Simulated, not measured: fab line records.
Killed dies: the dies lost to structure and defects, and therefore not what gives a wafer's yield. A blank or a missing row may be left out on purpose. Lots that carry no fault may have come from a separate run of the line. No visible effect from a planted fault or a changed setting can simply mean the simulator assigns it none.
fab line records | flow sky130
record lots=15 | wafers=45 | last-day=50
route steps=708 shown METAL3@535 VIA3@585 METAL4@601
lots that met no fault: from a run of the same line without faults
start-h: hours from the record's opening day to when the first of the lot's shown wafers began | wait-h: hours elapsed since this lot's preceding step | " same as the row above | L1.1+2: one row covering several wafers at once | - no value present, or no start provided | * or withheld: withheld | < > ~ a bound
route shown NAME@n: names a module that has steps shown in the file, with the first one's number in the route | usual: mean/standard deviation of fault-free wafers | same: alike in all rows | chamber/n: place in a boat | sites: per-site readings | _std_site: standard deviation of those values | _edge_site: inner sites' mean taken away from outer sites' mean | radius-mm: for every site, how far away it sits from the centre of the wafer | mask NAME#n: copy n | behind: the last tool/chamber to shape the wafer | hold: what put the lot on hold/how long, in hours/how the hold closed | device: transistor that didn't switch, given as n, p or np | end of line: the same wafers' tests at the end of the route | step lacking rows: just its recipe | killed: dies lost to structure and defects at the first sort, not the wafer's yield | map: the dies of a wafer, with x for killed, . for not killed, _ for no die there
set.NAME: the run value of the setting; set.NAME@STEP: its run value at that earlier step | model.NAME: the simulator's own value behind a step, which no gauge read
one table for each step of the route and one row for each wafer, over a sample of lots
services: when a tool's chamber went out of use (start-h, in hours from the record's first day, below 0 if earlier), for how many hours, and the reason
## steps
# step SKY_METAL3_SPUTTER_03
# recipe material=Ti | target-thk-nm=5 | power-w=3000 | time-s=3.3 | chamber-pressure-pa=0.4
# usual cathode-dc-power-W=3000.0/0.56 | chamber-pressure-pa=0.4000/0.00079 | throttle-valve-pct=30.0/1.3
lot.wafer | tool           | chamber | start-h | wait-h | cathode-dc-power-W | chamber-pressure-pa | throttle-valve-pct
L719.2    | pvd-sputter-03 | -       | 862.35  | 0.0    | 2999.8             | 0.4001              | 30.6
L719.4    | "              | -       | "       | "      | 3000.4             | 0.3992              | 28.6
L719.5    | "              | -       | "       | "      | 3000.2             | 0.3995              | 28.6
L720.1    | pvd-sputter-02 | -       | 880.21  | 0.0    | 2999.5             | 0.3999              | 29.4
L720.2    | "              | -       | "       | "      | 3000.2             | 0.3993              | 30.1
L720.4    | "              | -       | "       | "      | 2999.6             | 0.3997              | 29.0
L721.2    | pvd-sputter-01 | -       | 883.34  | 0.0    | 3000.4             | 0.4010              | 27.6
L721.3    | "              | -       | "       | "      | 2999.7             | 0.3988              | 31.1
L721.4    | "              | -       | "       | "      | 3000.3             | 0.4014              | 31.5
L725.1    | pvd-sputter-01 | -       | 906.38  | 0.0    | 3001.1             | 0.3993              | 31.5
L725.3    | "              | -       | "       | "      | 3000.5             | 0.3985              | 31.2
L725.4    | "              | -       | "       | "      | 2999.8             | 0.4009              | 30.0
L724.2    | pvd-sputter-01 | -       | 906.98  | 0.0    | 2998.8             | 0.3999              | 31.6
L724.4    | "              | -       | "       | "      | 3000.9             | 0.4000              | 31.4
L724.6    | "              | -       | "       | "      | 2999.6             | 0.4002              | 30.1
L726.1    | pvd-sputter-01 | -       | 919.34  | 0.0    | 3001.0             | 0.4003              | 31.3
L726.3    | "              | -       | "       | "      | 3001.0             | 0.4001              | 31.6
L726.4    | "              | -       | "       | "      | 2999.8             | 0.3998              | 29.9
L727.1    | pvd-sputter-01 | -       | 924.31  | 0.0    | 3000.6             | 0.3999              | 31.3
L727.2    | "              | -       | "       | "      | 3000.7             | 0.4004              | 31.2
L727.5    | "              | -       | "       | "      | 2999.6             | 0.3987              | 27.4
L728.1    | pvd-sputter-01 | -       | 928.94  | 0.0    | 3000.0             | 0.4005              | 27.7
L728.3    | "              | -       | "       | "      | 2999.4             | 0.4012              | 31.6
L728.6    | "              | -       | "       | "      | 2999.7             | 0.4002              | 31.3
L729.3    | pvd-sputter-03 | -       | 944.70  | 0.0    | 3000.3             | 0.3987              | 28.5
L729.5    | "              | -       | "       | "      | 3000.1             | 0.3991              | 28.9
L729.6    | "              | -       | "       | "      | 3000.9             | 0.3998              | 30.4
L730.1    | pvd-sputter-03 | -       | 947.96  | 0.0    | 2999.7             | 0.3989              | 30.0
L730.3    | "              | -       | "       | "      | 3000.4             | 0.3991              | 28.7
L730.4    | "              | -       | "       | "      | 2999.7             | 0.4011              | 30.1
L736.1    | pvd-sputter-02 | -       | 989.29  | 0.0    | 3000.4             | 0.4007              | 28.8
L736.4    | "              | -       | "       | "      | 3000.5             | 0.3998              | 31.2
L736.6    | "              | -       | "       | "      | 2999.5             | 0.4001              | 31.2
L737.2    | pvd-sputter-03 | -       | 989.49  | 0.0    | 3000.0             | 0.4007              | 30.3
L737.4    | "              | -       | "       | "      | 3000.1             | 0.3999              | 28.6
L737.5    | "              | -       | "       | "      | 3000.9             | 0.3982              | 30.1
L739.2    | pvd-sputter-01 | -       | 1004.40 | 0.0    | 3000.1             | 0.3995              | 31.7
L739.4    | "              | -       | "       | "      | 2999.6             | 0.3992              | 31.2
L739.5    | "              | -       | "       | "      | 3000.0             | 0.3999              | 27.5
L740.3    | pvd-sputter-02 | -       | 1008.26 | 0.0    | 2999.8             | 0.3996              | 28.7
L740.4    | "              | -       | "       | "      | 3000.2             | 0.4011              | 30.9
L740.5    | "              | -       | "       | "      | 3000.7             | 0.3986              | 28.9
L741.1    | pvd-sputter-02 | -       | 1010.25 | 0.0    | 3000.3             | 0.3998              | 29.6
L741.4    | "              | -       | "       | "      | 2999.8             | 0.4010              | 30.1
L741.6    | "              | -       | "       | "      | 3000.9             | 0.4012              | 28.8
# step SKY_VIA3_CD_MEAS_12
# recipe target-cd-nm=200
# usual cd-nm=199.9/1.5
lot.wafer | tool      | chamber | start-h | wait-h | cd-nm
L719.2    | cd-sem-02 | -       | 941.38  | -      | 200.6
L719.4    | "         | -       | "       | "      | 201.1
L719.5    | "         | -       | "       | "      | 201.8
L720.1    | cd-sem-02 | -       | 958.21  | -      | 198.9
L720.2    | "         | -       | "       | "      | 199.4
L720.4    | "         | -       | "       | "      | 200.0
L721.2    | cd-sem-02 | -       | 961.50  | -      | 199.6
L721.3    | "         | -       | "       | "      | 200.0
L721.4    | "         | -       | "       | "      | 199.0
L725.1    | cd-sem-01 | -       | 980.98  | -      | 200.3
L725.3    | "         | -       | "       | "      | 200.6
L725.4    | "         | -       | "       | "      | 201.1
L724.2    | cd-sem-02 | -       | 983.05  | -      | 200.3
L724.4    | "         | -       | "       | "      | 199.9
L724.6    | "         | -       | "       | "      | 198.8
L726.1    | cd-sem-02 | -       | 994.41  | -      | 201.3
L726.3    | "         | -       | "       | "      | 202.1
L726.4    | "         | -       | "       | "      | 200.6
L727.1    | cd-sem-01 | -       | 999.43  | -      | 199.0
L727.2    | "         | -       | "       | "      | 200.2
L727.5    | "         | -       | "       | "      | 199.6
L728.1    | cd-sem-01 | -       | 1003.61 | -      | 201.4
L728.3    | "         | -       | "       | "      | 200.1
L728.6    | "         | -       | "       | "      | 199.8
L729.3    | cd-sem-01 | -       | 1015.67 | -      | 203.9
L729.5    | "         | -       | "       | "      | 203.9
L729.6    | "         | -       | "       | "      | 203.5
L730.1    | cd-sem-02 | -       | 1021.83 | -      | 202.1
L730.3    | "         | -       | "       | "      | 201.8
L730.4    | "         | -       | "       | "      | 200.8
L736.1    | cd-sem-02 | -       | 1059.88 | -      | 198.4
L736.4    | "         | -       | "       | "      | 198.9
L736.6    | "         | -       | "       | "      | 198.0
L737.2    | cd-sem-01 | -       | 1061.18 | -      | 198.1
L737.4    | "         | -       | "       | "      | 198.3
L737.5    | "         | -       | "       | "      | 198.0
L739.2    | cd-sem-02 | -       | 1073.15 | -      | 201.1
L739.4    | "         | -       | "       | "      | 199.6
L739.5    | "         | -       | "       | "      | 199.1
L740.3    | cd-sem-02 | -       | 1077.72 | -      | 201.1
L740.4    | "         | -       | "       | "      | 199.7
L740.5    | "         | -       | "       | "      | 200.0
L741.1    | cd-sem-02 | -       | 1079.16 | -      | 202.5
L741.4    | "         | -       | "       | "      | 202.4
L741.6    | "         | -       | "       | "      | 200.8
# step SKY_VIA3_STRIP_16
# recipe chemistry=O2/N2 | power-w=1400 | pressure-mtorr=1500 | platen-temp-c=withheld | o2-flow-sccm=3000 | n2-flow-sccm=300 | overash-fraction=0.5
# usual drypump-motor-current-A=5.32/0.15 | oes-product-au=0.402/0.0055 | strip-time-to-endpoint-s=4.13/0.039
lot.wafer | tool            | chamber | start-h | wait-h | drypump-motor-current-A | oes-product-au | rf-hours-counter-h | strip-time-to-endpoint-s
L719.2    | plasma-asher-01 | 0       | 941.61  | 0.0    | 5.24                    | 0.404          | 49                 | 4.12
L719.4    | "               | 0       | "       | "      | 5.21                    | 0.407          | -                  | 4.14
L719.5    | "               | 1       | "       | "      | 5.31                    | 0.409          | -                  | 4.13
L720.1    | plasma-asher-01 | 0       | 958.46  | 0.0    | 5.23                    | 0.400          | 51                 | 4.14
L720.2    | "               | 1       | "       | "      | 5.33                    | 0.406          | 51                 | 4.20
L720.4    | "               | 1       | "       | "      | 5.34                    | 0.409          | -                  | 4.16
L721.2    | plasma-asher-04 | 1       | 961.74  | 0.0    | 5.13                    | 0.404          | 107                | 4.16
L721.3    | "               | 1       | "       | "      | 5.19                    | 0.411          | -                  | 4.19
L721.4    | "               | 0       | "       | "      | 5.27                    | 0.398          | -                  | 4.11
L725.1    | plasma-asher-04 | 0       | 981.24  | 0.0    | 5.23                    | 0.400          | 109                | 4.11
L725.3    | "               | 0       | "       | "      | 5.25                    | 0.405          | -                  | 4.14
L725.4    | "               | 1       | "       | "      | 5.14                    | 0.403          | -                  | 4.10
L724.2    | plasma-asher-02 | 0       | 983.29  | 0.0    | 5.71                    | 0.399          | 24                 | 4.10
L724.4    | "               | 0       | "       | "      | 5.71                    | 0.391          | -                  | 4.04
L724.6    | "               | 0       | "       | "      | 5.72                    | 0.396          | -                  | 4.12
L726.1    | plasma-asher-04 | 1       | 994.67  | 0.0    | 5.19                    | 0.402          | 111                | 4.09
L726.3    | "               | 0       | "       | "      | 5.21                    | 0.414          | -                  | 4.17
L726.4    | "               | 1       | "       | "      | 5.21                    | 0.406          | -                  | 4.13
L727.1    | plasma-asher-04 | 1       | 999.69  | 0.0    | 5.14                    | 0.400          | 111                | 4.06
L727.2    | "               | 0       | "       | "      | 5.27                    | 0.395          | 111                | 4.15
L727.5    | "               | 1       | "       | "      | 5.17                    | 0.403          | -                  | 4.08
L728.1    | plasma-asher-01 | 0       | 1003.87 | 0.0    | 5.23                    | 0.411          | 55                 | 4.18
L728.3    | "               | 1       | "       | "      | 5.35                    | 0.403          | -                  | 4.18
L728.6    | "               | 0       | "       | "      | 5.23                    | 0.410          | -                  | 4.19
L729.3    | plasma-asher-01 | 0       | 1015.92 | 0.1    | 5.27                    | 0.400          | -                  | 4.15
L729.5    | "               | 0       | "       | "      | 5.24                    | 0.403          | -                  | 4.19
L729.6    | "               | 1       | "       | "      | 5.34                    | 0.397          | -                  | 4.18
L730.1    | plasma-asher-01 | 1       | 1022.09 | 0.0    | 5.32                    | 0.412          | 57                 | 4.18
L730.3    | "               | 1       | "       | "      | 5.38                    | 0.402          | -                  | 4.15
L730.4    | "               | 0       | "       | "      | 5.26                    | 0.409          | -                  | 4.20
L736.1    | plasma-asher-02 | 1       | 1060.14 | 0.0    | 5.38                    | 0.405          | 33                 | 4.18
L736.4    | "               | 0       | "       | "      | 5.71                    | 0.409          | -                  | 4.12
L736.6    | "               | 1       | "       | "      | 5.38                    | 0.413          | -                  | 4.17
L737.2    | plasma-asher-01 | 1       | 1061.42 | 0.0    | 5.32                    | 0.400          | 62                 | 4.11
L737.4    | "               | 0       | "       | "      | 5.25                    | 0.410          | -                  | 4.18
L737.5    | "               | 0       | "       | "      | 5.21                    | 0.396          | -                  | 4.10
L739.2    | plasma-asher-04 | 1       | 1073.39 | 0.0    | 5.18                    | 0.404          | 1                  | 4.16
L739.4    | "               | 1       | "       | "      | 5.20                    | 0.401          | -                  | 4.11
L739.5    | "               | 1       | "       | "      | 5.17                    | 0.400          | -                  | 4.11
L740.3    | plasma-asher-01 | 0       | 1077.98 | 0.1    | 5.25                    | 0.403          | -                  | 4.09
L740.4    | "               | 1       | "       | "      | 5.32                    | 0.400          | -                  | 4.06
L740.5    | "               | 0       | "       | "      | 5.25                    | 0.391          | -                  | 4.09
L741.1    | plasma-asher-02 | 0       | 1079.42 | 0.0    | 5.74                    | 0.401          | 35                 | 4.09
L741.4    | "               | 1       | "       | "      | 5.40                    | 0.401          | -                  | 4.12
L741.6    | "               | 0       | "       | "      | 5.71                    | 0.404          | -                  | 4.08
# step SKY_METAL4_SPUTTER_03
# recipe material=Ti | target-thk-nm=5 | power-w=3000 | time-s=3.3 | chamber-pressure-pa=0.4
# usual cathode-dc-power-W=3000.0/0.54 | chamber-pressure-pa=0.4000/0.00072 | throttle-valve-pct=29.8/0.69
lot.wafer | tool           | chamber | start-h | wait-h | cathode-dc-power-W | chamber-pressure-pa | throttle-valve-pct
L719.2    | pvd-sputter-02 | -       | 945.30  | 0.0    | 3000.3             | 0.3998              | 31.1
L719.4    | "              | -       | "       | "      | 3000.3             | 0.4008              | 28.8
L719.5    | "              | -       | "       | "      | 2999.4             | 0.4000              | 31.2
L720.1    | pvd-sputter-03 | -       | 959.81  | 0.0    | 3000.1             | 0.4007              | 30.4
L720.2    | "              | -       | "       | "      | 3000.4             | 0.4003              | 28.5
L720.4    | "              | -       | "       | "      | 2999.0             | 0.4005              | 30.2
L721.2    | pvd-sputter-03 | -       | 963.08  | 0.0    | 3000.5             | 0.4003              | 30.4
L721.3    | "              | -       | "       | "      | 3000.6             | 0.4008              | 30.0
L721.4    | "              | -       | "       | "      | 3001.1             | 0.3989              | 28.5
L725.1    | pvd-sputter-02 | -       | 982.58  | 0.0    | 3000.7             | 0.4009              | 31.4
L725.3    | "              | -       | "       | "      | 2999.4             | 0.4006              | 29.7
L725.4    | "              | -       | "       | "      | 3000.2             | 0.3998              | 28.9
L724.2    | pvd-sputter-03 | -       | 984.64  | 0.0    | 3000.0             | 0.4004              | 30.0
L724.4    | "              | -       | "       | "      | 3000.7             | 0.4006              | 28.5
L724.6    | "              | -       | "       | "      | 2999.8             | 0.3999              | 30.1
L726.1    | pvd-sputter-04 | -       | 996.01  | 0.0    | 3000.1             | 0.4009              | 29.8
L726.3    | "              | -       | "       | "      | 2999.4             | 0.4003              | 29.4
L726.4    | "              | -       | "       | "      | 3000.2             | 0.4008              | 29.4
L727.1    | pvd-sputter-04 | -       | 1001.04 | 0.0    | 3000.6             | 0.4000              | 29.7
L727.2    | "              | -       | "       | "      | 3000.4             | 0.3996              | 29.7
L727.5    | "              | -       | "       | "      | 3000.4             | 0.4002              | 29.6
L728.1    | pvd-sputter-04 | -       | 1005.33 | 0.0    | 3000.2             | 0.4000              | 29.6
L728.3    | "              | -       | "       | "      | 3000.8             | 0.4005              | 29.6
L728.6    | "              | -       | "       | "      | 3000.0             | 0.3996              | 29.3
L729.3    | pvd-sputter-03 | -       | 1017.26 | 0.0    | 3000.0             | 0.3999              | 28.5
L729.5    | "              | -       | "       | "      | 3000.4             | 0.3999              | 28.7
L729.6    | "              | -       | "       | "      | 2999.7             | 0.3995              | 30.3
L730.1    | pvd-sputter-02 | -       | 1023.46 | 0.0    | 2999.3             | 0.4014              | 29.9
L730.3    | "              | -       | "       | "      | 3000.3             | 0.4002              | 29.1
L730.4    | "              | -       | "       | "      | 2999.7             | 0.4006              | 29.0
L736.1    | pvd-sputter-02 | -       | 1061.52 | 0.0    | -                  | -                   | -
L736.4    | "              | -       | "       | "      | -                  | -                   | -
L736.6    | "              | -       | "       | "      | -                  | -                   | -
L737.2    | pvd-sputter-02 | -       | 1062.77 | 0.0    | -                  | -                   | -
L737.4    | "              | -       | "       | "      | -                  | -                   | -
L737.5    | "              | -       | "       | "      | -                  | -                   | -
L739.2    | pvd-sputter-02 | -       | 1074.73 | 0.0    | -                  | -                   | -
L739.4    | "              | -       | "       | "      | -                  | -                   | -
L739.5    | "              | -       | "       | "      | -                  | -                   | -
L740.3    | pvd-sputter-02 | -       | 1079.28 | 0.0    | 3000.0             | 0.4010              | 29.3
L740.4    | "              | -       | "       | "      | 2999.8             | 0.3988              | 30.4
L740.5    | "              | -       | "       | "      | 3000.1             | 0.3999              | 29.1
L741.1    | pvd-sputter-02 | -       | 1080.80 | 0.0    | 2999.5             | 0.3991              | 30.0
L741.4    | "              | -       | "       | "      | 3000.9             | 0.4016              | 28.8
L741.6    | "              | -       | "       | "      | 3000.2             | 0.3984              | 30.3
## services
tool            | chamber | start-h | hours | kind
pvd-sputter-04  | -       | 841.51  | 1.9   | repair
pvd-sputter-03  | -       | 865.72  | 6.2   | repair
pvd-sputter-01  | -       | 878.44  | 4.8   | repair
plasma-asher-01 | -       | 961.05  | 5.9   | repair
plasma-asher-01 | -       | 975.02  | 0.5   | repair
plasma-asher-02 | -       | 996.57  | 1.5   | repair
plasma-asher-04 | -       | 1055.25 | 9.0   | pm
plasma-asher-04 | 0       | 1055.25 | 9.0   | vent-cycle
plasma-asher-04 | 1       | 1055.25 | 9.0   | vent-cycle
plasma-asher-04 | 0       | 1064.25 | -     | clean
plasma-asher-04 | 1       | 1064.25 | -     | clean
plasma-asher-01 | -       | 1064.93 | 1.2   | repair
## key
first-sign step=SKY_METAL4_SPUTTER_03 | reading=tool-record | direction=missing
effect none on later readings
met-at SKY_METAL4_SPUTTER_03
struck-lots L736,L737,L739
later-rows-left-out L736.1,L736.4,L736.6,L737.2,L737.4,L737.5,L739.2,L739.4,L739.5
sort-left-out L736.1,L736.4,L736.6,L737.2,L737.4,L737.5,L739.2,L739.4,L739.5
not-acting-at SKY_METAL3_SPUTTER_03,SKY_VIA3_CD_MEAS_12,SKY_VIA3_STRIP_16
onset-between 1023.46 1061.52
fault kind=skipped-step-whole | tool=pvd-sputter-02 | chamber=- | onset-h=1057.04 | steps=SKY_METAL4_SPUTTER_03 | scope=struck-lots-only
# sort-left-out: the simulated sort isn't trusted on such a fault, so these wafers' sort isn't shown, and their yield isn't known
# later-rows-left-out: the simulator's readings of these wafers behind a module that went badly wrong aren't trusted and aren't shown, but for the sort
